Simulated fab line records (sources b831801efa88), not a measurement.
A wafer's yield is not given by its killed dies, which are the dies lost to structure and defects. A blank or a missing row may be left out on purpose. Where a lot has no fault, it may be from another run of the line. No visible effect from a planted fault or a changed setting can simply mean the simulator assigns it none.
fab line records | flow sfq-line
[record] lots = 7 wafers = 21 last-day = 97
route steps=325 shown M7@281 I7@296 M8@311
lots that met no fault: from a run of the same line without faults
start-h: start of the lot's first displayed wafer, in hours after the record's first day | wait-h: hours from the lot's prior step to this one | " the same as in the row above | L1.1+2: a single row standing in for several wafers | - value missing, or start not given | * or withheld: withheld | < > ~ a bound
route shown NAME@n: NAME is a module with steps in the file, n the number in the route of the first one | usual: mean/standard deviation taken from wafers without a fault | same: alike in all rows | chamber/n: place in a boat | sites: each site's reading | _std_site: the values' standard deviation | _edge_site: the outer-site mean with the inner-site mean subtracted | radius-mm: how far each site lies from the wafer's centre | mask NAME#n: copy n | behind: the most recent tool/chamber to have shaped the wafer | hold: the reason the lot was held/the length of the hold in hours/how it ended | device: names the non-switching transistor (n, p or np) | end of line: at the end of the route, the tests of the same wafers | for a step that has no rows: nothing shown but its recipe | killed: not the wafer's yield, but the dies lost to structure and defects at the first sort | map: a wafer's dies, marking killed ones x, the rest . and places with no die _
set.NAME: setting as actually run; set.NAME@STEP: the setting as run at that earlier step | model.NAME: the simulator's own value behind a step, which no gauge read
lots at some steps of the route; a table a step, a row a wafer
services: a tool's chamber out of use, with start hour (start-h, from the record's first day; less than 0 if before it), hours out, and reason
[[steps]]
[step SFQ_TRILAYER_M7_DEP_PRE_CLEAN_176]
[recipe] gas = Ar time-s = 22.5 bias-v = 250
[step SFQ_TRILAYER_M7_DEP_SPUTTER_175]
[recipe] material = Nb base-pressure-pa = 1.33e-06 chamber-pressure-pa = 0.1333 substrate-temp-c = 20 target-thk-nm = 200 power-w = 2000 time-s = 127.5
[step SFQ_M7_RS_MEAS_943]
[recipe] thk-meas-gauge = four-point-probe reads = Nb_of_TRILAYER_M7_DEP_SPUTTER_175
[usual] M7_NB_RS = 0.925/0.0069
// columns lot.wafer tool chamber start-h wait-h M7_NB_RS[ohm/sq]
L120.3 film-metro-03 - 1853.26 0.1 0.932
L120.4 " - " " 0.932
L120.6 " - " " 0.934
L129.4 film-metro-04 - 1888.55 0.1 0.907
L129.5 " - " " 0.918
L129.6 " - " " 0.920
L134.2 film-metro-01 - 1962.18 0.1 0.918
L134.4 " - " " 0.923
L134.5 " - " " 0.917
L135.1 film-metro-03 - 1963.36 0.0 0.920
L135.5 " - " " 0.931
L135.6 " - " " 0.934
L136.1 film-metro-03 - 1967.56 0.0 0.916
L136.2 " - " " 0.928
L136.4 " - " " 0.926
L141.1 film-metro-03 - 2144.19 0.0 0.931
L141.5 " - " " 0.929
L141.6 " - " " 0.928
L142.2 film-metro-01 - 2145.41 0.1 0.935
L142.3 " - " " 0.935
L142.4 " - " " 0.941
[step SFQ_TRILAYER_M7_LITHO_COAT_182]
[recipe] resist = BARC spin-rpm = 3000 resist-thk-nm = 62
[step SFQ_TRILAYER_M7_LITHO_COAT_177]
[recipe] resist = KrF spin-rpm = 3000 resist-thk-nm = 600
[step SFQ_TRILAYER_M7_LITHO_SOFTBAKE_181]
[recipe] temp-c = withheld time-s = withheld resist = KrF
[step SFQ_TRILAYER_M7_LITHO_EXPOSE_178]
[recipe] mask-id = M7 na = 0.6 source-shape = conventional sigma-outer = 0.65 target-cd-nm = 500 dose-mj = 14.4
[step SFQ_TRILAYER_M7_LITHO_PEB_180]
[recipe] peb-temp-c = 115 peb-time-s = 60 resist = KrF
[step SFQ_TRILAYER_M7_LITHO_DEVELOP_179]
[recipe] time-s = 60 resist = KrF
[step SFQ_M7_OVL_MEAS_945]
[usual] M7_OVL = -3/5.3
// columns lot.wafer tool chamber start-h wait-h M7_OVL[nm]
L120.3 overlay-02 - 1953.93 0.1 3
L120.4 " - " " 7
L120.6 " - " " 1
L129.4 overlay-01 - 1997.88 0.1 -4
L129.5 " - " " -3
L129.6 " - " " -1
L134.2 overlay-01 - 2056.79 0.1 1
L134.4 " - " " -7
L134.5 " - " " 1
L135.1 overlay-01 - 2061.59 0.1 -5
L135.5 " - " " -9
L135.6 " - " " -6
L136.1 overlay-01 - 2067.59 0.1 14
L136.2 " - " " 8
L136.4 " - " " 7
L141.1 overlay-01 - 2146.62 0.1 -9
L141.5 " - " " -10
L141.6 " - " " -14
L142.2 overlay-01 - 2147.83 0.1 -3
L142.3 " - " " -7
L142.4 " - " " -1
[step SFQ_TRILAYER_M7_BARC_OPEN_METAL_ETCH_229]
[recipe] mask-material = PR chemistry = O2 target-depth-nm = 125 target = BARC icp-w = 600 bias-w = 80 pressure-mtorr = 10 time-s = 41.7
[usual] bias-w = 80.00/0.24 chamber-pressure-mTorr = 10.001/0.0096 drypump-motor-current-A = 5.9/0.33 he-backside-leak-sccm = 3.50/0.19 oes-product-au = 0.685/0.005
// columns lot.wafer tool chamber start-h wait-h bias-w chamber-pressure-mTorr drypump-motor-current-A he-backside-leak-sccm oes-product-au rf-hours-counter-h
L120.3 rie-metal-04 0 1953.98 0.0 79.92 10.004 5.6 3.38 0.682 -
L120.4 " 1 " " 80.02 10.003 6.2 3.34 0.692 -
L120.6 " 1 " " 79.82 10.001 6.2 3.21 0.688 -
L129.4 rie-metal-02 0 1997.92 0.0 79.66 10.002 6.0 3.72 0.679 -
L129.5 " 0 " " 79.62 9.989 6.1 3.79 0.687 -
L129.6 " 1 " " 79.74 9.995 6.3 3.65 0.688 -
L134.2 rie-metal-04 0 2056.82 0.0 80.11 9.995 5.5 3.42 0.679 34
L134.4 " 1 " " 80.03 9.995 6.2 3.43 0.692 -
L134.5 " 0 " " 80.07 9.980 5.5 3.15 0.686 -
L135.1 rie-metal-01 1 2061.62 0.0 79.98 10.004 5.4 3.49 0.688 116
L135.5 " 1 " " 79.79 9.995 5.4 3.64 0.680 -
L135.6 " 0 " " 79.85 10.006 5.9 3.46 0.684 -
L136.1 rie-metal-02 0 2067.62 0.0 79.89 9.996 6.0 3.62 0.680 13
L136.2 " 1 " " 80.05 9.995 6.3 3.75 0.681 124
L136.4 " 0 " " 80.12 9.994 6.1 3.53 0.677 -
L141.1 rie-metal-04 0 2146.66 0.0 79.92 10.016 5.5 3.16 0.676 49
L141.5 " 1 " " 79.93 9.991 6.2 3.55 0.687 -
L141.6 " 0 " " 79.80 10.013 5.6 3.16 0.689 -
L142.2 rie-metal-02 1 2147.86 0.0 80.01 10.001 6.3 3.65 0.686 3
L142.3 " 0 " " 80.26 10.005 6.0 3.51 0.687 -
L142.4 " 1 " " 80.46 9.988 6.3 3.56 0.681 -
[step SFQ_TRILAYER_M7_ETCH_METAL_ETCH_180]
[recipe] target = Nb stop-on = SiO2 mask-material = PR chemistry = Cl2/Ar target-depth-nm = 240 icp-w = 600 bias-w = 80 pressure-mtorr = 10 time-s = 120
[usual] bias-w = 80.03/0.23 chamber-pressure-mTorr = 10.000/0.011 drypump-motor-current-A = 5.9/0.33 he-backside-leak-sccm = 3.51/0.22 oes-product-au = 0.875/0.0059
// columns lot.wafer tool chamber start-h wait-h bias-w chamber-pressure-mTorr drypump-motor-current-A he-backside-leak-sccm oes-product-au rf-hours-counter-h model.KrF_of_TRILAYER_M7_LITHO_COAT_177.thk-nm
L120.3 rie-metal-04 0 1954.06 0.1 80.00 10.018 5.6 3.19 0.881 - 382.8
L120.4 " 1 " " 80.07 9.988 6.2 3.67 0.876 - 378.1
L120.6 " 1 " " 80.26 10.019 6.2 3.54 0.862 - 376.6
L129.4 rie-metal-02 0 1998.00 0.1 79.82 9.993 6.1 3.35 0.893 - 382.3
L129.5 " 0 " " 80.10 10.001 6.1 3.28 0.879 - 382.6
L129.6 " 1 " " 79.90 9.994 6.3 3.77 0.871 - 381.1
L134.2 rie-metal-04 0 2056.88 0.0 - - - - - - 522.6
L134.4 " 1 " " - - - - - - 521.4
L134.5 " 0 " " - - - - - - 523.3
L135.1 rie-metal-01 1 2061.68 0.0 - - - - - - 524.8
L135.5 " 1 " " - - - - - - 524.1
L135.6 " 0 " " - - - - - - 524.5
L136.1 rie-metal-02 0 2067.68 0.0 - - - - - - 521.3
L136.2 " 1 " " - - - - - - 522.3
L136.4 " 0 " " - - - - - - 523.3
L141.1 rie-metal-04 0 2146.72 0.0 80.26 9.998 5.5 3.05 0.875 49 378.9
L141.5 " 1 " " 79.89 10.018 6.2 3.66 0.862 - 381.3
L141.6 " 0 " " 80.11 9.989 5.5 2.99 0.876 - 379.3
L142.2 rie-metal-02 1 2147.92 0.0 79.42 10.004 6.3 3.45 0.868 3 378.3
L142.3 " 0 " " 80.21 9.999 6.0 4.06 0.874 - 379.5
L142.4 " 1 " " 80.19 10.009 6.3 3.58 0.873 - 379.6
[step SFQ_TRILAYER_M7_STRIP_STRIP_181]
[recipe] gas = O2 power-w = 200 platen-temp-c = 40 overash-fraction = 0.65 chemistry = O2 pressure-mtorr = 50
[usual] drypump-motor-current-A = 5.9/0.33 he-backside-leak-sccm = 3.51/0.19 oes-product-au = 1.002/0.0069
// columns lot.wafer tool chamber start-h wait-h drypump-motor-current-A he-backside-leak-sccm oes-product-au rf-hours-counter-h
L120.3 rie-metal-04 0 1954.34 0.2 5.6 3.22 1.000 -
L120.4 " 1 " " 6.2 3.41 1.003 -
L120.6 " 1 " " 6.2 3.51 0.995 -
L129.4 rie-metal-02 0 1998.28 0.2 6.1 3.46 0.991 -
L129.5 " 0 " " 6.1 3.52 0.994 -
L129.6 " 1 " " 6.3 3.74 1.008 -
L134.2 rie-metal-04 0 2057.01 0.1 5.6 3.35 1.009 34
L134.4 " 1 " " 6.2 3.57 1.010 -
L134.5 " 0 " " 5.6 3.25 1.005 -
L135.1 rie-metal-01 1 2061.81 0.1 5.4 3.57 0.999 117
L135.5 " 1 " " 5.4 3.50 0.992 -
L135.6 " 0 " " 5.9 3.47 1.006 -
L136.1 rie-metal-02 0 2067.81 0.1 6.0 3.80 1.006 13
L136.2 " 1 " " 6.3 3.72 0.999 124
L136.4 " 0 " " 6.0 3.84 0.999 -
L141.1 rie-metal-04 0 2146.84 0.1 5.5 3.20 1.004 49
L141.5 " 1 " " 6.2 3.39 1.006 -
L141.6 " 0 " " 5.5 3.01 0.999 -
L142.2 rie-metal-02 1 2148.04 0.1 6.3 3.55 0.996 3
L142.3 " 0 " " 6.1 3.52 0.998 -
L142.4 " 1 " " 6.3 3.58 0.995 -
[step SFQ_TRILAYER_M7_STRIP_SOLV_CLEAN_182]
[recipe] chemistry = NMP temp-c = 70 time-s = 600
[step SFQ_TRILAYER_I7_DEP_PECVD_183]
[recipe] material = SiO2 temp-c = 150 time-s = 111.11 pressure-torr = 2.4 rf-w = 183.3 precursor = SiH4/N2O target-thk-nm = 500
[step SFQ_TRILAYER_I7_CMP_CMP_184]
[recipe] material = SiO2 down-force-psi = 3.129 platen-rpm = 60 pad-velocity-m-s = 0.94248
[usual] motor-current-A = 10.6/1.1 time-to-endpoint-s = 207/6.9
// columns lot.wafer tool chamber start-h wait-h motor-current-A time-to-endpoint-s
L120.4 cmp-02 1 1955.99 1.0 11.3 208
L120.3 " 2 " " 10.3 201
L120.6 " 3 " " 12.8 201
L129.4 cmp-02 2 1999.45 0.5 11.1 211
L129.5 " 1 2000.95 2.0 11.3 212
L129.6 " 2 " " 10.2 212
L134.2 cmp-02 0 2057.86 0.0 8.8 205
L134.4 " 3 2059.36 1.5 13.2 212
L134.5 " 1 2060.36 2.5 11.1 209
L135.1 cmp-02 1 2063.66 1.0 10.8 191
L135.5 " 3 2064.66 2.0 12.7 200
L135.6 " 0 " " 9.0 204
L136.1 cmp-01 0 2069.39 0.8 10.4 207
L136.4 " 1 " " 11.1 218
L136.2 " 2 " " 11.9 209
L141.1 cmp-02 3 2148.19 0.5 12.6 208
L141.6 " 2 2149.69 2.0 10.0 215
L141.5 " 3 " " 12.2 209
L142.2 cmp-01 2 2149.71 0.9 12.1 202
L142.3 " 3 " " 10.5 203
L142.4 " 1 2151.21 2.3 10.8 213
[step SFQ_I7_BOW_MEAS_946]
[recipe] mode = bow
[usual] I7_BOW = 9/12
// columns lot.wafer tool chamber start-h wait-h I7_BOW[um]
L120.3 film-metro-02 - 1958.03 1.0 20
L120.4 " - " " 10
L120.6 " - " " 7
L129.4 film-metro-01 - 2002.01 2.1 28
L129.5 " - " " 23
L129.6 " - " " 9
L134.2 film-metro-04 - 2060.88 2.5 33
L134.4 " - " " 20
L134.5 " - " " 29
L135.1 film-metro-02 - 2065.66 1.5 28
L135.5 " - " " 14
L135.6 " - " " 10
L136.1 film-metro-01 - 2072.39 2.5 13
L136.2 " - " " 14
L136.4 " - " " 7
L141.1 film-metro-02 - 2150.69 2.0 -10
L141.5 " - " " -15
L141.6 " - " " -11
L142.2 film-metro-04 - 2152.73 2.5 23
L142.3 " - " " 28
L142.4 " - " " 26
[step SFQ_TRILAYER_I7_METRO_MEASURE_185]
[step SFQ_TRILAYER_I7_VIA_LITHO_COAT_192]
[recipe] resist = BARC spin-rpm = 3000 resist-thk-nm = 62
[step SFQ_TRILAYER_I7_VIA_LITHO_COAT_187]
[recipe] resist = KrF spin-rpm = 3000 resist-thk-nm = 650
[step SFQ_TRILAYER_I7_VIA_LITHO_SOFTBAKE_191]
[recipe] temp-c = withheld time-s = withheld resist = KrF
[step SFQ_TRILAYER_I7_VIA_LITHO_EXPOSE_188]
[recipe] mask-id = I7 na = 0.6 source-shape = conventional sigma-outer = 0.65 target-cd-nm = 1000 dose-mj = 21.3
[step SFQ_TRILAYER_I7_VIA_LITHO_PEB_190]
[recipe] peb-temp-c = 115 peb-time-s = 60 resist = KrF
[step SFQ_TRILAYER_I7_VIA_LITHO_DEVELOP_189]
[recipe] time-s = 60 resist = KrF
[step SFQ_I7_OVL_MEAS_947]
[usual] I7_OVL = 1/5.4
// columns lot.wafer tool chamber start-h wait-h I7_OVL[nm]
L120.3 overlay-01 - 2054.40 0.1 4
L120.4 " - " " -5
L120.6 " - " " -5
L129.4 overlay-01 - 2102.45 0.1 2
L129.5 " - " " -3
L129.6 " - " " 5
L134.2 overlay-01 - 2153.83 0.1 1
L134.4 " - " " -2
L134.5 " - " " 6
L135.1 overlay-01 - 2157.42 0.1 3
L135.5 " - " " 2
L135.6 " - " " 1
L136.1 overlay-02 - 2164.62 0.1 9
L136.2 " - " " 4
L136.4 " - " " 1
L141.1 overlay-01 - 2245.56 0.1 5
L141.5 " - " " 7
L141.6 " - " " -4
L142.2 overlay-01 - 2247.06 0.1 -3
L142.3 " - " " -8
L142.4 " - " " -2
[step SFQ_TRILAYER_I7_VIA_BARC_OPEN_VIA_ETCH_260]
[recipe] mask-material = PR chemistry = O2 target-depth-nm = 125 target = BARC source-w = 500 bias-w = 80 pressure-mtorr = 30 time-s = 41.7
[usual] bias-w = 80.01/0.26 chamber-pressure-mTorr = 30.001/0.029 drypump-motor-current-A = 5.8/0.58 oes-product-au = 0.685/0.0045
// columns lot.wafer tool chamber start-h wait-h bias-w chamber-pressure-mTorr drypump-motor-current-A oes-product-au rf-hours-counter-h
L120.3 rie-diel-03 0 2054.42 0.0 80.20 29.988 5.6 0.683 16
L120.4 " 1 " " 80.27 30.023 6.3 0.685 -
L120.6 " 0 " " 79.94 29.996 5.6 0.686 -
L129.4 rie-diel-01 2 2102.47 0.0 79.95 30.039 5.6 0.683 0
L129.5 " 3 " " 79.42 30.042 5.8 0.692 -
L129.6 " 2 " " 80.04 29.948 5.6 0.685 -
L134.2 rie-diel-03 3 2153.86 0.0 79.56 30.024 4.8 0.684 7
L134.4 " 2 " " 79.76 29.962 6.4 0.690 10
L134.5 " 0 " " 79.58 30.015 5.6 0.678 -
L135.1 rie-diel-03 2 2157.46 0.0 80.22 30.062 6.4 0.681 10
L135.5 " 2 " " 80.14 30.048 6.4 0.684 -
L135.6 " 3 " " 80.05 30.041 4.8 0.686 -
L136.1 rie-diel-01 2 2164.66 0.0 80.31 30.023 5.6 0.683 2
L136.2 " 0 " " 80.03 29.999 6.3 0.686 15
L136.4 " 3 " " 79.88 29.992 5.8 0.685 5
L141.1 rie-diel-03 1 2245.59 0.0 79.83 29.958 6.4 0.696 19
L141.5 " 2 " " 79.77 29.949 6.4 0.683 -
L141.6 " 1 " " 79.76 30.056 6.3 0.683 -
L142.2 rie-diel-04 1 2247.09 0.0 79.99 29.981 5.4 0.684 15
L142.3 " 2 " " 79.98 29.995 6.4 0.679 2
L142.4 " 3 " " 80.25 29.949 4.7 0.687 0
[step SFQ_TRILAYER_I7_VIA_ETCH_VIA_ETCH_190]
[recipe] target = SiO2 stop-on = Nb mask-material = PR taper-deg = 20 chemistry = CHF3 target-depth-nm = 260 source-w = 500 bias-w = 80 pressure-mtorr = 30 time-s = withheld
[step SFQ_TRILAYER_I7_VIA_STRIP_STRIP_191]
[recipe] gas = O2 power-w = 200 platen-temp-c = 40 overash-fraction = 0.65 chemistry = O2 pressure-mtorr = 50
[usual] drypump-motor-current-A = 5.6/0.39 he-backside-leak-sccm = 3.50/0.25 oes-product-au = 0.999/0.0068
// columns lot.wafer tool chamber start-h wait-h drypump-motor-current-A he-backside-leak-sccm oes-product-au rf-hours-counter-h
L120.3 rie-metal-04 1 2054.78 - 6.2 3.70 0.990 -
L120.4 " 0 " " 5.6 3.27 1.002 -
L120.6 " 1 " " 6.2 3.52 0.997 -
L129.4 rie-metal-03 0 2103.22 - 5.6 3.85 1.005 -
L129.5 " 0 " " 5.6 3.60 1.001 -
L129.6 " 0 " " 5.6 3.68 0.995 -
L134.2 rie-metal-04 1 2154.01 - 6.2 3.45 0.986 108
L134.4 " 1 " " 6.2 3.57 0.996 -
L134.5 " 1 " " 6.2 3.50 0.992 -
L135.1 rie-metal-04 1 2157.61 - 6.2 3.64 0.998 108
L135.5 " 1 " " 6.2 3.47 1.003 -
L135.6 " 0 " " 5.6 3.39 1.014 -
L136.1 rie-metal-01 0 2164.81 - 5.9 3.54 1.006 23
L136.2 " 0 " " 5.9 3.56 1.015 -
L136.4 " 0 " " 5.9 3.58 1.011 -
L141.1 rie-metal-01 1 2245.74 - 5.4 3.38 1.003 6
L141.5 " 0 " " 5.9 3.67 1.013 -
L141.6 " 1 " " 5.4 3.25 1.006 -
L142.2 rie-metal-03 1 2247.24 - 4.8 3.37 1.000 15
L142.3 " 0 " " 5.6 3.48 1.000 -
L142.4 " 1 " " 4.9 3.32 0.988 -
[step SFQ_TRILAYER_I7_VIA_STRIP_SOLV_CLEAN_192]
[recipe] chemistry = NMP temp-c = 70 time-s = 600
[step SFQ_TRILAYER_M8_LITHO_LOR_COAT_197]
[recipe] resist = lift-off spin-rpm = 3000
[step SFQ_TRILAYER_M8_LITHO_LOR_BAKE_198]
[recipe] resist = lift-off temp-c = withheld time-s = withheld
[step SFQ_TRILAYER_M8_LITHO_COAT_193]
[recipe] resist = KrF spin-rpm = 3000 resist-thk-nm = 600
[step SFQ_TRILAYER_M8_LITHO_SOFTBAKE_199]
[recipe] temp-c = withheld time-s = withheld resist = KrF
[step SFQ_TRILAYER_M8_LITHO_EXPOSE_194]
[recipe] mask-id = M8 na = 0.6 source-shape = conventional sigma-outer = 0.65 target-cd-nm = 2000 dose-mj = 14.4
[step SFQ_TRILAYER_M8_LITHO_PEB_196]
[recipe] peb-temp-c = 116 peb-time-s = 60 resist = KrF
[step SFQ_TRILAYER_M8_LITHO_DEVELOP_195]
[recipe] img-clear-s = 15 time-s = 55 resist = KrF
[step SFQ_M8_OVL_MEAS_948]
[usual] M8_OVL = -3/5.5
// columns lot.wafer tool chamber start-h wait-h M8_OVL[nm]
L120.3 overlay-02 - 2063.04 0.1 -1
L120.4 " - " " 1
L120.6 " - " " -1
L129.4 overlay-02 - 2202.29 0.1 1
L129.5 " - " " -7
L129.6 " - " " -2
L134.2 overlay-01 - 2249.45 0.1 3
L134.4 " - " " 6
L134.5 " - " " -2
L135.1 overlay-01 - 2254.24 0.1 0
L135.5 " - " " 8
L135.6 " - " " 6
L136.1 overlay-02 - 2259.04 0.1 0
L136.2 " - " " -5
L136.4 " - " " -3
L141.1 overlay-02 - 2324.43 0.1 -14
L141.5 " - " " -14
L141.6 " - " " -10
L142.2 overlay-02 - 2325.63 0.1 5
L142.3 " - " " 11
L142.4 " - " " 0
[step SFQ_TRILAYER_M8_DEP_EVAP_197]
[recipe] material = Ti angular-spread-deg = 1 target-thk-nm = 20 time-s = 100 power-w = 2000
[step SFQ_TRILAYER_M8_DEP_EVAP_198]
[recipe] material = Pt angular-spread-deg = 1 target-thk-nm = 50 time-s = 250 power-w = 2000
[step SFQ_TRILAYER_M8_DEP_EVAP_196]
[recipe] material = Au angular-spread-deg = 1 target-thk-nm = 180 time-s = 900 power-w = 2000
[step SFQ_M8_RS_MEAS_949]
[recipe] thk-meas-gauge = four-point-probe reads = Au_of_TRILAYER_M8_DEP_EVAP_196+Pt_of_TRILAYER_M8_DEP_EVAP_198+Ti_of_TRILAYER_M8_DEP_EVAP_197
[usual] M8_AU_RS = 0.1534/0.0013
// columns lot.wafer tool chamber start-h wait-h M8_AU_RS[ohm/sq]
L120.3 film-metro-04 - 2063.85 0.3 0.1533
L120.4 " - " " 0.1539
L120.6 " - " " 0.1528
L129.4 film-metro-02 - 2203.11 0.3 0.1531
L129.5 " - " " 0.1540
L129.6 " - " " 0.1523
L134.2 film-metro-04 - 2250.24 0.3 0.1522
L134.4 " - " " 0.1534
L134.5 " - " " 0.1513
L135.1 film-metro-04 - 2255.02 0.3 0.1530
L135.5 " - " " 0.1538
L135.6 " - " " 0.1533
L136.1 film-metro-02 - 2259.82 0.3 0.1552
L136.2 " - " " 0.1551
L136.4 " - " " 0.1547
L141.1 film-metro-03 - 2325.21 0.3 0.1528
L141.5 " - " " 0.1530
L141.6 " - " " 0.1532
L142.2 film-metro-03 - 2326.43 0.3 0.1528
L142.3 " - " " 0.1530
L142.4 " - " " 0.1552
[step SFQ_M8_BOW_MEAS_951]
[recipe] mode = bow
[usual] M8_BOW = 9/12
// columns lot.wafer tool chamber start-h wait-h M8_BOW[um] model.etest.m7.comb-log10-ohm
L120.3 film-metro-03 - 2064.22 0.0 22 12
L120.4 " - " " 12 12
L120.6 " - " " 8 12
L129.4 film-metro-03 - 2203.47 0.1 30 12
L129.5 " - " " 25 12
L129.6 " - " " 11 12
L134.2 film-metro-03 - 2250.60 0.0 35 0
L134.4 " - " " 22 0
L134.5 " - " " 30 0
L135.1 film-metro-03 - 2255.38 0.0 30 0
L135.5 " - " " 15 0
L135.6 " - " " 13 0
L136.1 film-metro-04 - 2260.20 0.0 14 0
L136.2 " - " " 15 0
L136.4 " - " " 7 0
L141.1 film-metro-02 - 2325.56 0.0 -10 12
L141.5 " - " " -13 12
L141.6 " - " " -9 12
L142.2 film-metro-04 - 2326.78 0.0 25 12
L142.3 " - " " 28 12
L142.4 " - " " 27 12
[[services]]
// columns tool chamber start-h hours kind
rie-metal-03 - 1934.81 0.6 repair
cmp-01 - 1938.88 4.0 pm
rie-metal-02 - 1941.40 14.6 pm
cmp-01 - 1945.30 1.0 repair
rie-diel-01 2 1949.09 6.8 repair
rie-metal-02 - 1956.69 0.2 repair
cmp-02 - 1970.58 1.1 repair
rie-diel-01 - 1981.26 0.2 repair
rie-metal-01 - 2006.24 2.8 pm
rie-diel-01 - 2019.86 0.1 repair
rie-diel-03 3 2022.47 2.0 repair
rie-metal-01 - 2032.17 2.1 repair
rie-diel-03 3 2035.00 7.6 repair
rie-diel-03 3 2052.41 22.2 repair
rie-diel-03 2 2056.15 9.5 repair
rie-diel-03 - 2060.56 0.5 repair
cmp-01 - 2081.54 0.9 repair
rie-diel-03 3 2102.62 8.0 repair
cmp-02 - 2114.65 4.0 pm
rie-diel-01 0 2120.36 13.3 repair
rie-metal-04 - 2136.62 0.4 repair
rie-diel-03 - 2173.13 0.2 repair
cmp-02 - 2181.93 8.3 pm
rie-diel-03 1 2227.67 5.6 repair
[[key]]
[first-sign] step = SFQ_TRILAYER_M7_ETCH_METAL_ETCH_180 reading = tool-record direction = missing
effect none on later readings
[model-effect] step = SFQ_TRILAYER_M7_ETCH_METAL_ETCH_180 value = KrF_of_TRILAYER_M7_LITHO_COAT_177.thk-nm without = 382.6 struck = 523.1
[model-effect] step = SFQ_M8_BOW_MEAS_951 value = etest.m7.comb-log10-ohm without = 12 struck = 0
met-at SFQ_TRILAYER_M7_ETCH_METAL_ETCH_180
struck-wafers L134.2,L134.4,L134.5,L135.1,L135.5,L135.6,L136.1,L136.2,L136.4
onset-between 1998.00 2056.88
[fault] kind = skipped-step-whole tool = rie-metal-01,rie-metal-02,rie-metal-04 chamber = - onset-h = 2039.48 steps = SFQ_TRILAYER_M7_ETCH_METAL_ETCH_180 scope = struck-lots-only
